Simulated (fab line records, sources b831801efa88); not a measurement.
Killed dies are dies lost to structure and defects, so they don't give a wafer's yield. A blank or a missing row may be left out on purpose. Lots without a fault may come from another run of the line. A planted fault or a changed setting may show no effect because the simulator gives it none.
fab line records | flow sky130
record lots=14 wafers=42 last_day=50
route steps=708 shown PWDE@54 NWELL@67
lots that met no fault: from a run of the same line without faults
start_h: hours from the record's first day to the start of the lot's first wafer shown | wait_h: hours since the lot's step before | " the same as in the row above | L1.1+2: a row that stands for several wafers | - no value, or no start given | * or withheld: withheld | < > ~ a bound
route shown NAME@n: a module of which the file shows steps, and the number in the route of the first | usual: mean/standard deviation of fault-free wafers | same: alike in all rows | chamber/n: place in a boat | sites: the reading at each site | _std_site: their standard deviation | _edge_site: outer sites' mean less inner sites' | radius_mm: how far each site lies from the wafer's centre | mask NAME#n: copy n | behind: the tool/chamber that last shaped the wafer | hold: why the lot was held/for how many hours/how that ended | device: the transistor (n, p or np) that didn't switch | end of line: the same wafers' tests at the end of the route | a step without rows: its recipe alone | killed: dies lost to structure and defects at the first sort, not the wafer's yield | map: a wafer's dies, x killed, . not, _ none there
set.NAME: the setting as run; set.NAME@STEP: as run at that earlier step | model.NAME: the simulator's own value behind a step, which no gauge read
steps of the route over a sample of lots; a table a step, a row a wafer
services: from which hour (start_h, from the record's first day; less than 0 if before it) a tool's chamber was out of use, for how many hours, and why
## steps
# step SKY_PWDE_STRIP_09
# recipe chemistry=O2/N2 power_w=1400 pressure_mtorr=1500 platen_temp_c=withheld o2_flow_sccm=3000 n2_flow_sccm=300 overash_fraction=0.5
# usual chamber_pressure_mTorr=1500.0/1.2 drypump_motor_current_A=5.8/0.43 oes_product_au=0.723/0.0045 strip_time_to_endpoint_s=36.95/0.1
# columns lot.wafer tool chamber start_h wait_h chamber_pressure_mTorr drypump_motor_current_A oes_product_au rf_hours_counter_h strip_time_to_endpoint_s
L221.3 plasma_asher-04 1 69.53 0.2 1500.4 5.2 0.716 - 37.04
L221.4 " 0 " " 1501.6 5.9 0.723 - 37.15
L221.5 " 1 " " 1498.5 5.2 0.725 - 36.92
L222.1 plasma_asher-01 0 77.30 0.1 1500.8 6.1 0.724 38 36.82
L222.5 " 0 " " 1499.5 6.1 0.716 - 36.79
L222.6 " 1 " " 1498.1 5.3 0.720 - 36.75
L223.3 plasma_asher-02 0 78.98 0.1 1501.5 6.5 0.726 - 36.88
L223.4 " 1 " " 1500.5 5.8 0.717 - 36.97
L223.6 " 1 " " 1498.5 5.8 0.720 - 36.94
L224.1 plasma_asher-04 1 82.60 0.1 1498.8 5.2 0.718 40 36.89
L224.2 " 0 " " 1500.6 5.9 0.728 40 37.05
L224.6 " 1 " " 1499.2 5.2 0.716 - 36.83
L225.4 plasma_asher-01 0 102.83 0.1 1501.4 6.1 0.722 - 36.90
L225.5 " 0 " " 1500.0 6.1 0.724 - 36.85
L225.6 " 1 " " 1501.1 5.3 0.728 - 36.94
L226.3 plasma_asher-01 1 113.43 0.1 1500.3 5.3 0.715 - 36.94
L226.5 " 0 " " 1499.0 6.1 0.723 - 36.88
L226.6 " 1 " " 1503.2 5.3 0.720 - 37.05
L229.1 plasma_asher-01 0 121.59 0.1 1500.0 6.1 0.717 43 37.08
L229.2 " 1 " " 1502.1 5.3 0.723 43 37.04
L229.5 " 1 " " 1499.2 5.3 0.724 - 36.99
L233.3 plasma_asher-01 0 137.93 0.1 1498.8 6.1 0.721 - 36.98
L233.4 " 1 " " 1500.2 5.3 0.722 - 36.97
L233.5 " 0 " " 1501.2 6.1 0.728 - 36.95
L234.2 plasma_asher-04 1 146.65 0.1 1500.8 5.3 0.723 43 37.02
L234.4 " 1 " " 1500.0 5.2 0.727 - 36.96
L234.5 " 1 " " 1499.7 5.2 0.718 - 36.98
L237.1 plasma_asher-04 1 157.74 0.1 - - - - -
L237.5 " 1 " " - - - - -
L237.6 " 0 " " - - - - -
L238.3 plasma_asher-02 1 162.38 0.1 - - - - -
L238.5 " 0 " " - - - - -
L238.6 " 1 " " - - - - -
L239.2 plasma_asher-04 1 167.30 0.1 1500.5 5.2 0.726 45 36.95
L239.3 " 0 " " 1500.2 5.9 0.722 - 36.99
L239.4 " 1 " " 1499.4 5.2 0.726 - 37.02
L243.2 plasma_asher-02 1 191.59 0.1 1501.1 5.8 0.724 7 37.14
L243.4 " 0 " " 1500.5 6.5 0.732 - 37.21
L243.6 " 1 " " 1498.1 5.8 0.715 - 37.19
L242.2 plasma_asher-04 0 191.94 0.1 1498.5 6.0 0.723 48 36.81
L242.4 " 0 " " 1500.4 6.0 0.726 - 36.88
L242.6 " 0 " " 1500.0 6.0 0.714 - 36.87
# step SKY_NWELL_STRIP_14
# recipe chemistry=O2/N2 power_w=1400 pressure_mtorr=1500 platen_temp_c=withheld o2_flow_sccm=3000 n2_flow_sccm=300 overash_fraction=0.5
# usual chamber_pressure_mTorr=1499.8/1.2 drypump_motor_current_A=5.9/0.41 oes_product_au=0.722/0.0045 strip_time_to_endpoint_s=36.97/0.089
# columns lot.wafer tool chamber start_h wait_h chamber_pressure_mTorr drypump_motor_current_A oes_product_au rf_hours_counter_h strip_time_to_endpoint_s
L221.3 plasma_asher-04 1 86.09 0.1 1499.3 5.2 0.716 - 37.05
L221.4 " 0 " " 1498.0 5.9 0.721 - 36.91
L221.5 " 1 " " 1501.3 5.2 0.730 - 36.89
L222.1 plasma_asher-04 1 94.09 0.1 1497.7 5.2 0.722 41 36.94
L222.5 " 1 " " 1501.0 5.2 0.721 - 36.86
L222.6 " 0 " " 1499.8 5.9 0.723 - 36.96
L223.3 plasma_asher-03 0 95.43 0.1 1502.6 6.0 0.723 - 36.93
L223.4 " 1 " " 1502.3 5.6 0.729 - 36.91
L223.6 " 1 " " 1500.5 5.6 0.725 - 36.94
L224.1 plasma_asher-04 0 98.95 0.1 1500.5 5.9 0.722 41 36.88
L224.2 " 1 " " 1499.5 5.2 0.726 41 36.89
L224.6 " 1 " " 1498.5 5.2 0.722 - 36.97
L225.4 plasma_asher-02 0 121.78 0.1 1500.9 6.5 0.719 - 37.01
L225.5 " 0 " " 1500.4 6.6 0.725 - 37.09
L225.6 " 1 " " 1500.9 5.8 0.721 - 37.02
L226.3 plasma_asher-02 0 132.77 0.1 1500.2 6.5 0.726 - 36.93
L226.5 " 1 " " 1500.3 5.8 0.722 - 36.85
L226.6 " 0 " " 1500.3 6.5 0.721 - 37.01
L229.1 plasma_asher-02 1 141.85 0.1 1500.9 5.9 0.723 2 37.00
L229.2 " 0 " " 1500.5 6.5 0.726 2 37.10
L229.5 " 0 " " 1499.9 6.5 0.722 - 37.04
L233.3 plasma_asher-02 0 157.63 0.1 1500.5 6.5 0.723 - 37.02
L233.4 " 1 " " 1500.2 5.8 0.721 - 36.89
L233.5 " 1 " " 1500.5 5.8 0.721 - 36.96
L234.2 plasma_asher-03 1 166.74 0.1 1498.0 5.6 0.724 38 37.10
L234.4 " 1 " " 1499.7 5.6 0.723 - 37.05
L234.5 " 1 " " 1499.4 5.6 0.724 - 37.08
L237.1 plasma_asher-04 0 178.85 0.1 1498.3 6.0 0.735 47 81.57
L237.5 " 1 " " 1499.3 5.2 0.734 - 81.57
L237.6 " 0 " " 1501.0 6.0 0.740 - 81.46
L238.3 plasma_asher-03 0 183.72 0.1 1499.3 5.9 0.745 - 81.02
L238.5 " 1 " " 1500.4 5.6 0.734 - 81.19
L238.6 " 0 " " 1499.8 5.9 0.733 - 81.33
L239.2 plasma_asher-02 1 188.74 0.1 1498.6 5.8 0.721 6 36.97
L239.3 " 0 " " 1498.2 6.5 0.717 - 36.95
L239.4 " 1 " " 1499.0 5.8 0.714 - 36.97
L243.2 plasma_asher-04 1 214.27 0.1 1499.7 5.2 0.723 50 36.81
L243.4 " 1 " " 1500.7 5.2 0.731 - 36.73
L243.6 " 0 " " 1498.5 6.0 0.722 - 36.89
L242.2 plasma_asher-03 0 214.60 0.1 1499.1 5.9 0.718 43 37.03
L242.4 " 0 " " 1499.6 5.9 0.722 - 36.82
L242.6 " 1 " " 1501.2 5.6 0.718 - 37.01
# step SKY_NWELL_TW_MEAS_15
# usual NWELL_TW=1822/21
# columns lot.wafer tool chamber start_h wait_h NWELL_TW
L221.3 film_metro-02 - 86.17 0.1 1815
L221.4 " - " " 1814
L221.5 " - " " 1821
L222.1 film_metro-01 - 94.19 0.1 1802
L222.5 " - " " 1799
L222.6 " - " " 1814
L223.3 film_metro-01 - 95.51 0.1 1804
L223.4 " - " " 1806
L223.6 " - " " 1815
L224.1 film_metro-04 - 99.05 0.1 1843
L224.2 " - " " 1839
L224.6 " - " " 1843
L225.4 film_metro-04 - 121.88 0.1 1854
L225.5 " - " " 1852
L225.6 " - " " 1839
L226.3 film_metro-04 - 132.86 0.1 1855
L226.5 " - " " 1839
L226.6 " - " " 1842
L229.1 film_metro-01 - 141.95 0.1 1800
L229.2 " - " " 1803
L229.5 " - " " 1800
L233.3 film_metro-02 - 157.72 0.1 1800
L233.4 " - " " 1809
L233.5 " - " " 1809
L234.2 film_metro-01 - 166.85 0.1 1800
L234.4 " - " " 1805
L234.5 " - " " 1800
L237.1 film_metro-04 - 178.95 0.1 31
L237.5 " - " " 30
L237.6 " - " " 31
L238.3 film_metro-04 - 183.81 0.1 30
L238.5 " - " " 30
L238.6 " - " " 30
L239.2 film_metro-04 - 188.85 0.1 1834
L239.3 " - " " 1836
L239.4 " - " " 1842
L243.2 film_metro-01 - 214.38 0.1 1784
L243.4 " - " " 1803
L243.6 " - " " 1786
L242.2 film_metro-04 - 214.71 0.1 1841
L242.4 " - " " 1837
L242.6 " - " " 1837
## services
# columns tool chamber start_h hours kind
plasma_asher-01 - 64.96 1.6 repair
plasma_asher-02 - 94.73 0.6 repair
plasma_asher-01 - 95.22 2.8 pm
plasma_asher-04 - 105.07 28.1 pm
plasma_asher-02 - 108.75 9.0 pm
plasma_asher-02 0 108.75 12.9 vent_cycle
plasma_asher-02 1 108.75 12.9 vent_cycle
plasma_asher-02 - 111.51 10.1 repair
plasma_asher-02 0 117.75 - clean
plasma_asher-02 1 117.75 - clean
## key
first_sign step=SKY_PWDE_STRIP_09 reading=tool_record direction=missing
effect step=SKY_NWELL_STRIP_14 reading=strip_time_to_endpoint_s direction=up sigmas=99+ usual=* struck=*
effect step=SKY_NWELL_TW_MEAS_15 reading=NWELL_TW direction=down sigmas=86 usual=1822 struck=30
met_at SKY_PWDE_STRIP_09
struck_lots L237,L238
sort_left_out L237.1,L237.5,L237.6,L238.3,L238.5,L238.6
tester_left_out L237,L238
onset_between 146.65 157.74
fault kind=skipped_step_whole tool=plasma_asher-02,plasma_asher-04 chamber=- onset_h=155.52 steps=SKY_PWDE_STRIP_09 scope=struck_lots_only
# tester_left_out: of these lots the tester's yield and bins aren't shown, on N5 and GAA mostly nor the transistor test; their killed dies are dies lost to structure and defects alone, not to doping, threshold or leakage, so they don't give the yield
# sort_left_out: the simulated sort isn't trusted on such a fault, so these wafers' sort isn't shown, and their yield isn't known
